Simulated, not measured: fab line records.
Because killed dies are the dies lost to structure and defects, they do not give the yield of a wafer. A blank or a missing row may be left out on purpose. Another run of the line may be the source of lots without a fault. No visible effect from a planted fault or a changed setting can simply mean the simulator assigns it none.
fab line records	flow sky130
record: lots: 5	wafers: 23
route steps=708 shown LDD_LDN@297 POLY_CUT@309 SD_P@323 RES_XHIGH@339 SD_N@344 LI_CONTACT@362
startH: hours from the record's first day to the start of the lot's first wafer shown	waitH: hours from the lot's prior step to this one	" same as the row above	L1.1+2: a single row standing in for several wafers	- value missing, or start not given	* or withheld: withheld	< > ~ a bound
route shown NAME@n: names a module that has steps shown in the file, with the first one's number in the route	usual: mean/standard deviation taken from wafers without a fault	same: alike in all rows	chamber/n: place in a boat	sites: the reading at each site	_std_site: their standard deviation	_edge_site: outer sites' mean less inner sites'	radiusMm: for every site, how far away it sits from the centre of the wafer	mask NAME#n: copy n	behind: tool/chamber where the wafer was last shaped	hold: what put the lot on hold/how long, in hours/how the hold closed	device: names the non-switching transistor (n, p or np)	end of line: tests of these same wafers at the route's end	step lacking rows: just its recipe	killed: not the wafer's yield, but the dies lost to structure and defects at the first sort	map: a wafer's dies, marking killed ones x, the rest . and places with no die _
set.NAME: the setting as run; set.NAME@STEP: as run at that earlier step	model.NAME: the simulator's own value behind a step, which no gauge read
lots where settings were altered on purpose, with a table for each step and a row for each wafer
== steps ==
step: SKY_LDD_LDN_IMPLANT_08
recipe: species: As	energyKev: 15	doseCm2: 1.25e+13	tiltDeg: withheld	rotationDeg: 23
lot.wafer	tool	chamber	startH	waitH	set.doseCm2
L074.1+6	implanter-01	0	558.32	0.0	1.25e+13
L074.2+4+5	"	0	"	"	1.205e+13
L078.1+2+3+5+6	implanter-03	0	587.61	0.0	1.25e+13
L080.1+3+6	implanter-01	0	604.96	0.0	1.25e+13
L082.1+5+6	implanter-01	0	605.82	0.0	1.25e+13
L082.3+4	"	0	"	"	1.341e+13
L085.1+6	implanter-02	0	628.02	0.0	1.203e+13
L085.2+4+5	"	0	"	"	1.25e+13
step: SKY_LDD_LDN_IMPLANT_09
recipe: species: As	energyKev: 15	doseCm2: 1.25e+13	tiltDeg: withheld	rotationDeg: 113
step: SKY_LDD_LDN_IMPLANT_10
recipe: species: As	energyKev: 15	doseCm2: 1.278e+13	tiltDeg: withheld	rotationDeg: 203
step: SKY_LDD_LDN_IMPLANT_11
recipe: species: As	energyKev: 15	doseCm2: 1.25e+13	tiltDeg: withheld	rotationDeg: 293
step: SKY_LDD_LDN_STRIP_12
recipe: chemistry: O2/N2	powerW: 1400	pressureMtorr: 1500	platenTempC: withheld	o2FlowSccm: 3000	n2FlowSccm: 300	overashFraction: 0.5
usual: stripTimeToEndpointS: 14.20/0.042
lot.wafer	tool	chamber	startH	waitH	set.resistThkNm@LDD_LDN_COAT_02	stripTimeToEndpointS
L074.1	plasmaAsher-01	0	558.92	0.1	1189	14.77
L074.2	"	1	"	"	1140	14.20
L074.4	"	1	"	"	1189	14.76
L074.5	"	0	"	"	1140	14.23
L074.6	"	1	"	"	1140	14.17
L078.1	plasmaAsher-01	1	588.21	0.1	1113	13.87
L078.2	"	0	"	"	1113	13.83
L078.3	"	0	"	"	1140	14.21
L078.5	"	0	"	"	1140	14.12
L078.6	"	1	"	"	1113	13.84
L080.1	plasmaAsher-01	1	605.56	0.1	1140	14.24
L080.3	"	1	"	"	1140	14.22
L080.6	"	0	"	"	1140	14.21
L082.1	plasmaAsher-02	0	606.42	0.1	1140	14.19
L082.3	"	0	"	"	1140	14.19
L082.4	"	1	"	"	1079	13.49
L082.5	"	1	"	"	1079	13.45
L082.6	"	0	"	"	1140	14.19
L085.1	plasmaAsher-01	0	628.62	0.1	1140	14.19
L085.2	"	1	"	"	1140	14.19
L085.4	"	1	"	"	1140	14.20
L085.5	"	0	"	"	1140	14.16
L085.6	"	1	"	"	1140	14.17
step: SKY_POLY_CUT_COAT_02
recipe: resist: BARC	tempC: withheld	timeS: withheld	spinRpm: 3000	resistThkNm: 60
lot.wafer	tool	chamber	startH	waitH	set.resistThkNm
L074.1+2+4+5+6	lithoTrack-03	0	575.72	0.1	60
L078.1+3+5	lithoTrack-04	0	604.25	0.1	57.78
L078.2+6	"	0	"	"	60
L080.1+3+6	lithoTrack-04	0	620.95	0.1	60
L082.1+3	lithoTrack-03	0	622.87	0.1	57.76
L082.4+5+6	"	0	"	"	60
L085.1+2+4+5+6	lithoTrack-04	0	643.55	0.1	60
step: SKY_POLY_CUT_COAT_03
recipe: resist: KrF-thick	spinRpm: 3000	resistThkNm: 450
step: SKY_POLY_CUT_SOFTBAKE_04
recipe: tempC: 100	timeS: 90	resist: KrF-thick
step: SKY_POLY_CUT_ETCH_10
recipe: chemistry: N2/H2	target: BARC	ionEnergyEv: 200	sourceW: 500	biasW: 100	pressureMtorr: 30	n2FlowSccm: 100	h2FlowSccm: 200	stopOn: SiO2	timeS: 45.9	targetDepthA: 600
usual: oesProductAu: 0.854/0.0047
lot.wafer	tool	chamber	startH	waitH	set.resistThkNm@POLY_CUT_COAT_02	oesProductAu
L074.1	rieDiel-03	1	590.51	0.0	60	0.845
L074.2	"	2	"	"	60	0.852
L074.4	"	1	"	"	60	0.846
L074.5	"	0	"	"	60	0.853
L074.6	"	2	"	"	60	0.845
L078.1	rieDiel-03	1	618.84	0.0	57.78	0.835
L078.2	"	0	"	"	60	0.852
L078.3	"	2	"	"	57.78	0.836
L078.5	"	1	"	"	57.78	0.839
L078.6	"	2	"	"	60	0.854
L080.1	rieDiel-02	1	636.03	0.0	60	0.853
L080.3	"	3	"	"	60	0.853
L080.6	"	0	"	"	60	0.850
L082.1	rieDiel-04	2	637.88	0.0	57.76	0.836
L082.3	"	0	"	"	57.76	0.833
L082.4	"	3	"	"	60	0.848
L082.5	"	2	"	"	60	0.862
L082.6	"	3	"	"	60	0.851
L085.1	rieDiel-04	0	658.01	0.0	60	0.853
L085.2	"	1	"	"	60	0.855
L085.4	"	3	"	"	60	0.848
L085.5	"	0	"	"	60	0.854
L085.6	"	3	"	"	60	0.855
step: SKY_SD_P_SOFTBAKE_03
recipe: tempC: 90	timeS: 60	resist: NOVOLAK
lot.wafer	tool	chamber	startH	waitH	set.tempC
L074.1+4+5	lithoTrack-03	0	605.37	0.1	88.99
L074.2+6	"	0	"	"	90
L078.1+2	lithoTrack-04	0	633.40	0.1	90
L078.3+5+6	"	0	"	"	93.55
L080.1+3+6	lithoTrack-03	0	649.52	0.1	90
L082.1+3+4	lithoTrack-04	0	651.25	0.1	90
L082.5+6	"	0	"	"	92.3
L085.1+4+6	lithoTrack-04	0	671.15	0.1	90
L085.2+5	"	0	"	"	89.01
step: SKY_SD_P_EXPOSE_04
recipe: maskId: PSDM	na: 0.6	sourceShape: conventional	sigmaOuter: 0.6	polarization: unpolarized	targetCdNm: 380	doseMj: 138
step: SKY_SD_P_PEB_05
recipe: tempC: withheld	timeS: *	resist: NOVOLAK
step: SKY_SD_P_DEVELOP_06
recipe: resist: NOVOLAK	developer: TMAH	developTimeS: 60	devTempC: 23
lot.wafer	tool	chamber	startH	waitH	set.tempC@SD_P_SOFTBAKE_03	model.NOVOLAK_of_SD_P_COAT_02.thkNm
L074.1	lithoTrack-01	0	619.34	0.1	88.99	1145
L074.2+6	"	0	"	"	90	1138
L074.4+5	"	0	"	"	88.99	1138
L078.1	lithoTrack-03	0	647.12	0.1	90	1138
L078.2	"	0	"	"	90	1142
L078.3+5	"	0	"	"	93.55	1129
L078.6	"	0	"	"	93.55	1128
L080.1	lithoTrack-03	0	664.02	0.1	90	1132
L080.3	"	0	"	"	90	1135
L080.6	"	0	"	"	90	1134
L082.1+3	lithoTrack-03	0	665.22	0.1	90	1138
L082.4	"	0	"	"	90	1141
L082.5	"	0	"	"	92.3	1132
L082.6	"	0	"	"	92.3	1133
L085.1	lithoTrack-03	0	685.17	0.1	90	1149
L085.2	"	0	"	"	89.01	1145
L085.4	"	0	"	"	90	1144
L085.5	"	0	"	"	89.01	1149
L085.6	"	0	"	"	90	1142
step: SKY_RES_XHIGH_IMPLANT_07
recipe: species: BF2	energyKev: 20	doseCm2: 3.6e+14	tiltDeg: 0
lot.wafer	tool	chamber	startH	waitH	set.doseCm2
L074.1+2+4	implanter-03	0	648.04	0.1	3.377e+14
L074.5+6	"	0	"	"	3.6e+14
L078.1+3	implanter-04	0	675.80	0.1	3.6e+14
L078.2+5+6	"	0	"	"	3.848e+14
L080.1+3+6	implanter-04	0	691.43	0.1	3.6e+14
L082.1+3+4+5+6	implanter-04	0	693.13	0.1	3.6e+14
L085.1+5+6	implanter-04	0	713.03	0.1	3.702e+14
L085.2+4	"	0	"	"	3.6e+14
step: SKY_SD_N_COAT_02
recipe: resist: NOVOLAK	spinRpm: 3000	resistThkNm: 1140
lot.wafer	tool	chamber	startH	waitH	set.spinRpm	model.NOVOLAK_of_SD_N_COAT_02.thkNm
L074.1+4	lithoTrack-01	0	662.84	0.1	3134	1114
L074.2+6	"	0	"	"	3000	1138
L074.5	"	0	"	"	3000	1136
L078.1	lithoTrack-01	0	689.54	0.1	3000	1136
L078.2+3+5+6	"	0	"	"	3000	1138
L080.1+6	lithoTrack-02	0	704.98	0.1	3000	1140
L080.3	"	0	"	"	3000	1142
L082.1	lithoTrack-03	0	706.47	0.1	3000	1142
L082.3	"	0	"	"	2828	1177
L082.4	"	0	"	"	2828	1174
L082.5	"	0	"	"	3000	1144
L082.6	"	0	"	"	2828	1175
L085.1	lithoTrack-02	0	726.13	0.1	3000	1135
L085.2	"	0	"	"	3121	1115
L085.4	"	0	"	"	3000	1136
L085.5+6	"	0	"	"	3121	1113
step: SKY_SD_N_IMPLANT_09
recipe: species: As	energyKev: 50	doseCm2: 4e+15	tiltDeg: 0
lot.wafer	tool	chamber	startH	waitH	set.energyKev	model.implant.rpNm	model.implant.drpNm
L074.1+2+5	implanter-04	0	676.84	0.0	50	31.91	14.11
L074.4+6	"	0	"	"	51.97	32.93	14.53
L078.1+5	implanter-01	0	702.79	0.0	51.26	33.42	14.37
L078.2+3+6	"	0	"	"	50	32.75	14.11
L080.1+3+6	implanter-01	0	719.04	0.0	50	31.71	14.11
L082.1+5+6	implanter-04	0	720.93	0.0	50	31.96	14.11
L082.3+4	"	0	"	"	51.81	32.9	14.49
L085.1+4+5	implanter-01	0	739.54	0.0	50	30.86	14.11
L085.2+6	"	0	"	"	47.3	29.5	13.54
step: SKY_SD_N_IMPLANT_10
recipe: species: P	energyKev: 20	doseCm2: 1e+14	tiltDeg: 0
step: SKY_SD_N_STRIP_11
recipe: chemistry: O2/N2	powerW: 1400	pressureMtorr: 1500	platenTempC: withheld	o2FlowSccm: 3000	n2FlowSccm: 300	overashFraction: 0.5
usual: stripTimeToEndpointS: 22.54/0.039
lot.wafer	tool	chamber	startH	waitH	set.spinRpm@SD_N_COAT_02	set.energyKev@SD_N_IMPLANT_09	stripTimeToEndpointS
L074.1	plasmaAsher-03	1	677.14	0.1	3134	50	22.28
L074.2	"	0	"	"	3000	50	22.54
L074.4	"	0	"	"	3134	51.97	22.57
L074.5	"	0	"	"	3000	50	22.54
L074.6	"	1	"	"	3000	51.97	22.86
L078.1	plasmaAsher-01	1	703.09	0.1	3000	51.26	22.68
L078.2	"	0	"	"	3000	50	22.52
L078.3	"	1	"	"	3000	50	22.52
L078.5	"	0	"	"	3000	51.26	22.73
L078.6	"	1	"	"	3000	50	22.56
L080.1	plasmaAsher-01	1	719.34	0.1	3000	50	22.58
L080.3	"	1	"	"	3000	50	22.58
L080.6	"	0	"	"	3000	50	22.56
L082.1	plasmaAsher-01	0	721.23	0.1	3000	50	22.58
L082.3	"	1	"	"	2828	51.81	23.21
L082.4	"	0	"	"	2828	51.81	23.18
L082.5	"	1	"	"	3000	50	22.61
L082.6	"	0	"	"	2828	50	22.89
L085.1	plasmaAsher-01	1	739.84	0.1	3000	50	22.50
L085.2	"	0	"	"	3121	47.3	21.85
L085.4	"	0	"	"	3000	50	22.50
L085.5	"	1	"	"	3121	50	22.24
L085.6	"	0	"	"	3121	47.3	21.82
step: SKY_SD_N_CLEAN_13
recipe: chemistry: SC1/SC2	mix: 1:4:20	tempC: 70	timeS: 150	dry: n2Spin
step: SKY_SD_N_RTA_14
recipe: tempC: 1075	timeS: 2	idleTempC: 650	rampUpCPerS: 150	rampDownCPerS: 90	ambient: N2
step: SKY_SD_N_RS_MEAS_16
recipe: thkMeasGauge: four-point-probe
usual: SD_N_RS: 68.53/0.11
lot.wafer	tool	chamber	startH	waitH	set.energyKev@SD_N_IMPLANT_09	SD_N_RS[ohm/sq]
L074.1	filmMetro-02	-	677.53	0.1	50	68.58
L074.2	"	-	"	"	50	68.48
L074.4	"	-	"	"	51.97	67.31
L074.5	"	-	"	"	50	68.44
L074.6	"	-	"	"	51.97	67.16
L078.1	filmMetro-02	-	703.48	0.1	51.26	67.74
L078.2	"	-	"	"	50	68.59
L078.3	"	-	"	"	50	68.41
L078.5	"	-	"	"	51.26	67.64
L078.6	"	-	"	"	50	68.50
L080.1	filmMetro-03	-	719.73	0.1	50	68.56
L080.3	"	-	"	"	50	68.39
L080.6	"	-	"	"	50	68.44
L082.1	filmMetro-04	-	721.62	0.1	50	68.55
L082.3	"	-	"	"	51.81	67.24
L082.4	"	-	"	"	51.81	67.25
L082.5	"	-	"	"	50	68.45
L082.6	"	-	"	"	50	68.65
L085.1	filmMetro-04	-	740.23	0.1	50	68.71
L085.2	"	-	"	"	47.3	70.67
L085.4	"	-	"	"	50	68.68
L085.5	"	-	"	"	50	68.68
L085.6	"	-	"	"	47.3	70.37
step: SKY_SD_N_RS_MEAS_18
recipe: thkMeasGauge: four-point-probe
usual: RES_XHIGH_RS: 333.4/0.92
lot.wafer	tool	chamber	startH	waitH	set.doseCm2@RES_XHIGH_IMPLANT_07	RES_XHIGH_RS[ohm/sq]
L074.1	filmMetro-02	-	677.77	0.1	3.377e+14	351.4
L074.2	"	-	"	"	3.377e+14	352.5
L074.4	"	-	"	"	3.377e+14	352.2
L074.5	"	-	"	"	3.6e+14	332.8
L074.6	"	-	"	"	3.6e+14	333.3
L078.1	filmMetro-02	-	703.72	0.1	3.6e+14	334.5
L078.2	"	-	"	"	3.848e+14	314.7
L078.3	"	-	"	"	3.6e+14	333.2
L078.5	"	-	"	"	3.848e+14	315.4
L078.6	"	-	"	"	3.848e+14	315.6
L080.1	filmMetro-03	-	719.97	0.1	3.6e+14	334.6
L080.3	"	-	"	"	3.6e+14	334.4
L080.6	"	-	"	"	3.6e+14	333.6
L082.1	filmMetro-04	-	721.86	0.1	3.6e+14	333.9
L082.3	"	-	"	"	3.6e+14	334.2
L082.4	"	-	"	"	3.6e+14	334.1
L082.5	"	-	"	"	3.6e+14	335.1
L082.6	"	-	"	"	3.6e+14	333.8
L085.1	filmMetro-04	-	740.47	0.1	3.702e+14	324.7
L085.2	"	-	"	"	3.6e+14	332.9
L085.4	"	-	"	"	3.6e+14	331.7
L085.5	"	-	"	"	3.702e+14	324.9
L085.6	"	-	"	"	3.702e+14	324.8
step: SKY_LI_CONTACT_HDPCVD_00
recipe: material: PSG	targetThkNm: 930	sigmaOpenFrac: 0.3	timeS: 155	tempC: 600	sih4FlowSccm: 60	pressureMtorr: 6
lot.wafer	tool	chamber	startH	waitH	set.timeS	model.PSG_of_LI_CONTACT_HDPCVD_00.thkNm
L074.1	hdpcvd-02	0	677.95	0.0	172.5	1034
L074.2	"	1	"	"	155	935.5
L074.4	"	0	"	"	172.5	1031
L074.5	"	1	"	"	155	930.5
L074.6	"	2	"	"	172.5	1033
L078.1	hdpcvd-01	0	703.86	0.0	155	934.1
L078.2	"	1	"	"	155	945.4
L078.3	"	2	"	"	155	934.5
L078.5	"	0	"	"	155	934.7
L078.6	"	1	"	"	155	954.7
L080.1	hdpcvd-02	0	720.10	0.0	155	930.2
L080.3	"	1	"	"	155	938.1
L080.6	"	1	"	"	155	946.1
L082.1	hdpcvd-02	1	722.00	0.0	155	934.4
L082.3	"	2	"	"	155	927.2
L082.4	"	0	"	"	155	928
L082.5	"	2	"	"	155	939.9
L082.6	"	1	"	"	155	945
L085.1	hdpcvd-01	1	740.60	0.0	155	930.2
L085.2	"	2	"	"	155	935.5
L085.4	"	2	"	"	176.8	1066
L085.5	"	0	"	"	155	935.1
L085.6	"	1	"	"	176.8	1074
step: SKY_LI_CONTACT_THK_MEAS_01
recipe: reads: PSG_of_LI_CONTACT_HDPCVD_00
usual: LI_CONTACT_HDPCVD_THK: 937/7.6
lot.wafer	tool	chamber	startH	waitH	set.timeS@LI_CONTACT_HDPCVD_00	LI_CONTACT_HDPCVD_THK[nm]
L074.1	filmMetro-02	-	678.05	0.1	172.5	1033
L074.2	"	-	"	"	155	935
L074.4	"	-	"	"	172.5	1031
L074.5	"	-	"	"	155	930
L074.6	"	-	"	"	172.5	1034
L078.1	filmMetro-03	-	703.96	0.1	155	934
L078.2	"	-	"	"	155	945
L078.3	"	-	"	"	155	935
L078.5	"	-	"	"	155	934
L078.6	"	-	"	"	155	954
L080.1	filmMetro-04	-	720.21	0.1	155	930
L080.3	"	-	"	"	155	938
L080.6	"	-	"	"	155	946
L082.1	filmMetro-03	-	722.10	0.1	155	934
L082.3	"	-	"	"	155	927
L082.4	"	-	"	"	155	928
L082.5	"	-	"	"	155	940
L082.6	"	-	"	"	155	945
L085.1	filmMetro-03	-	740.71	0.1	155	930
L085.2	"	-	"	"	155	935
L085.4	"	-	"	"	176.8	1065
L085.5	"	-	"	"	155	935
L085.6	"	-	"	"	176.8	1075
step: SKY_LI_CONTACT_EXPOSE_09
recipe: maskId: LICM1	na: 0.8	sourceShape: annular	sigmaInner: 0.55	sigmaOuter: 0.85	targetCdNm: 170	doseMj: 38
lot.wafer	tool	chamber	startH	waitH	mask	set.doseMj
L074.1+5	krfScanner-02	0	-	-	LICM1#0	38
L074.2+4+6	"	0	"	"	LICM1#0	40.39
L078.1+2+3	krfScanner-02	0	-	-	LICM1#0	35.68
L078.5+6	"	0	"	"	LICM1#0	38
L080.1+3+6	krfScanner-01	0	-	-	LICM1#0	38
L082.1+3+4+5+6	krfScanner-01	0	-	-	LICM1#0	38
L085.1+5	krfScanner-01	0	-	-	LICM1#0	36.64
L085.2+4+6	"	0	"	"	LICM1#0	38
step: SKY_LI_CONTACT_PEB_10
recipe: pebTempC: withheld	pebTimeS: withheld	resist: KrF-thick
step: SKY_LI_CONTACT_DEVELOP_11
recipe: developTimeS: 60	resist: KrF-thick	devTempC: 21
step: SKY_LI_CONTACT_CD_MEAS_12
recipe: targetCdNm: 170
usual: cdNm: 169.8/1.4
lot.wafer	tool	chamber	startH	waitH	set.doseMj@LI_CONTACT_EXPOSE_09	cdNm
L074.1	cdSem-01	-	706.00	-	38	169.0
L074.2	"	-	"	"	40.39	182.9
L074.4	"	-	"	"	40.39	183.1
L074.5	"	-	"	"	38	171.0
L074.6	"	-	"	"	40.39	181.2
L078.1	cdSem-02	-	731.87	-	35.68	157.5
L078.2	"	-	"	"	35.68	156.8
L078.3	"	-	"	"	35.68	157.4
L078.5	"	-	"	"	38	167.8
L078.6	"	-	"	"	38	168.4
L080.1	cdSem-02	-	747.58	-	38	172.5
L080.3	"	-	"	"	38	171.2
L080.6	"	-	"	"	38	172.5
L082.1	cdSem-01	-	750.23	-	38	169.2
L082.3	"	-	"	"	38	169.6
L082.4	"	-	"	"	38	170.8
L082.5	"	-	"	"	38	170.2
L082.6	"	-	"	"	38	170.0
L085.1	cdSem-02	-	768.03	-	36.64	162.7
L085.2	"	-	"	"	38	170.2
L085.4	"	-	"	"	38	171.4
L085.5	"	-	"	"	36.64	162.6
L085.6	"	-	"	"	38	170.3
step: SKY_LI_CONTACT_ETCH_14
recipe: chemistry: N2/H2	target: BARC	ionEnergyEv: 200	sourceW: 500	biasW: 100	pressureMtorr: 30	n2FlowSccm: 100	h2FlowSccm: 200	stopOn: SiO2	timeS: 45.9	targetDepthA: 600
lot.wafer	tool	chamber	startH	waitH	set.ionEnergyEv	set.doseMj@LI_CONTACT_EXPOSE_09	model.LI_CONTACT.cdNm
L074.1	rieDiel-03	2	706.16	0.0	200	38	168.4
L074.2	"	1	"	"	200	40.39	182.6
L074.4	"	0	"	"	200	40.39	183.1
L074.5	"	3	"	"	200	38	170.5
L074.6	"	2	"	"	200	40.39	180.7
L078.1	rieDiel-03	0	732.03	0.0	190.5	35.68	158.1
L078.2	"	3	"	"	200	35.68	156.1
L078.3	"	1	"	"	200	35.68	157.3
L078.5	"	2	"	"	190.5	38	167.2
L078.6	"	3	"	"	190.5	38	168.2
L080.1	rieDiel-01	2	747.74	0.0	200	38	173.9
L080.3	"	0	"	"	200	38	171.6
L080.6	"	1	"	"	200	38	173.2
L082.1	rieDiel-03	2	750.39	0.0	200	38	168.8
L082.3	"	1	"	"	209.7	38	169.3
L082.4	"	3	"	"	200	38	170.4
L082.5	"	3	"	"	200	38	168.9
L082.6	"	2	"	"	209.7	38	169
L085.1	rieDiel-03	2	768.19	0.0	200	36.64	162.2
L085.2	"	3	"	"	200	38	170.9
L085.4	"	0	"	"	200	38	171.4
L085.5	"	1	"	"	200	36.64	163
L085.6	"	0	"	"	200	38	170.6
step: SKY_LI_CONTACT_SPUTTER_19
recipe: material: Ti	targetThkNm: 20	chamberPressurePa: 5	powerW: 2500	substrateTempC: 200	timeS: 106.37
lot.wafer	tool	chamber	startH	waitH	set.powerW	model.Ti_of_LI_CONTACT_SPUTTER_19.thkNm
L074.1	pvdSputter-04	-	706.58	0.0	2500	20.36
L074.2	"	-	"	"	2697	21.9
L074.4	"	-	"	"	2500	20.34
L074.5	"	-	"	"	2500	20.49
L074.6	"	-	"	"	2697	22
L078.1	pvdSputter-04	-	732.45	0.0	2500	20.49
L078.2	"	-	"	"	2500	20.63
L078.3	"	-	"	"	2500	20.34
L078.5	"	-	"	"	2500	20.43
L078.6	"	-	"	"	2500	20.41
L080.1	pvdSputter-02	-	748.18	0.0	2500	20.09
L080.3	"	-	"	"	2500	20.02
L080.6	"	-	"	"	2500	19.98
L082.1	pvdSputter-02	-	750.83	0.0	2500	19.94
L082.3	"	-	"	"	2272	18.1
L082.4	"	-	"	"	2272	17.95
L082.5	"	-	"	"	2272	18.3
L082.6	"	-	"	"	2500	20.17
L085.1	pvdSputter-03	-	768.63	0.0	2500	19.85
L085.2	"	-	"	"	2500	19.98
L085.4	"	-	"	"	2500	20.33
L085.5	"	-	"	"	2500	20.07
L085.6	"	-	"	"	2500	20.01
== key ==
split: step: SKY_LDD_LDN_IMPLANT_08	setting: doseCm2	stated: 1.25e+13	by: wafer
response none clear
split: step: SKY_POLY_CUT_COAT_02	setting: resistThkNm	stated: 60	by: wafer
response: step: SKY_POLY_CUT_ETCH_10	reading: oesProductAu	change: +0.00472	per: 1%	r: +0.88
split: step: SKY_SD_P_SOFTBAKE_03	setting: tempC	stated: 90	by: wafer
response: step: SKY_SD_P_DEVELOP_06	reading: model.NOVOLAK_of_SD_P_COAT_02.thkNm	change: -2.74	per: 1%	r: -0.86
split: step: SKY_RES_XHIGH_IMPLANT_07	setting: doseCm2	stated: 3.6e+14	by: wafer
response: step: SKY_SD_N_RS_MEAS_18	reading: RES_XHIGH_RS	change: -2.84	per: 1%	r: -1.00
split: step: SKY_SD_N_COAT_02	setting: spinRpm	stated: 3000	by: wafer
response: step: SKY_SD_N_COAT_02	reading: model.NOVOLAK_of_SD_N_COAT_02.thkNm	change: -5.51	per: 1%	r: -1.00
response: step: SKY_SD_N_STRIP_11	reading: stripTimeToEndpointS	slope: *	per: 1%	togetherWith: energyKev@SD_N_IMPLANT_09	explained: 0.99
split: step: SKY_SD_N_IMPLANT_09	setting: energyKev	stated: 50	by: wafer
response: step: SKY_SD_N_IMPLANT_09	reading: model.implant.rpNm	change: +0.257	per: 1%	r: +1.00
response: step: SKY_SD_N_IMPLANT_09	reading: model.implant.drpNm	change: +0.106	per: 1%	r: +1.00
response: step: SKY_SD_N_STRIP_11	reading: stripTimeToEndpointS	change: *	per: 1%	r: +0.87
response: step: SKY_SD_N_RS_MEAS_16	reading: SD_N_RS	change: -0.337	per: 1%	r: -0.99
split: step: SKY_LI_CONTACT_HDPCVD_00	setting: timeS	stated: 155	by: wafer
response: step: SKY_LI_CONTACT_HDPCVD_00	reading: model.PSG_of_LI_CONTACT_HDPCVD_00.thkNm	change: +9.36	per: 1%	r: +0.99
response: step: SKY_LI_CONTACT_THK_MEAS_01	reading: LI_CONTACT_HDPCVD_THK	change: +9.37	per: 1%	r: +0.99
split: step: SKY_LI_CONTACT_EXPOSE_09	setting: doseMj	stated: 38	by: wafer
response: step: SKY_LI_CONTACT_CD_MEAS_12	reading: cdNm	change: +1.93	per: 1%	r: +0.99
response: step: SKY_LI_CONTACT_ETCH_14	reading: model.LI_CONTACT.cdNm	change: +1.94	per: 1%	r: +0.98
split: step: SKY_LI_CONTACT_ETCH_14	setting: ionEnergyEv	stated: 200	by: wafer
response none clear
split: step: SKY_LI_CONTACT_SPUTTER_19	setting: powerW	stated: 2500	by: wafer
response: step: SKY_LI_CONTACT_SPUTTER_19	reading: model.Ti_of_LI_CONTACT_SPUTTER_19.thkNm	change: +0.206	per: 1%	r: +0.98
split outsideThisFile step=SKY_LDD_LDN_COAT_02 setting=resistThkNm
split outsideThisFile: this setting was split too, and the file shows its column; the key of that split is in another file
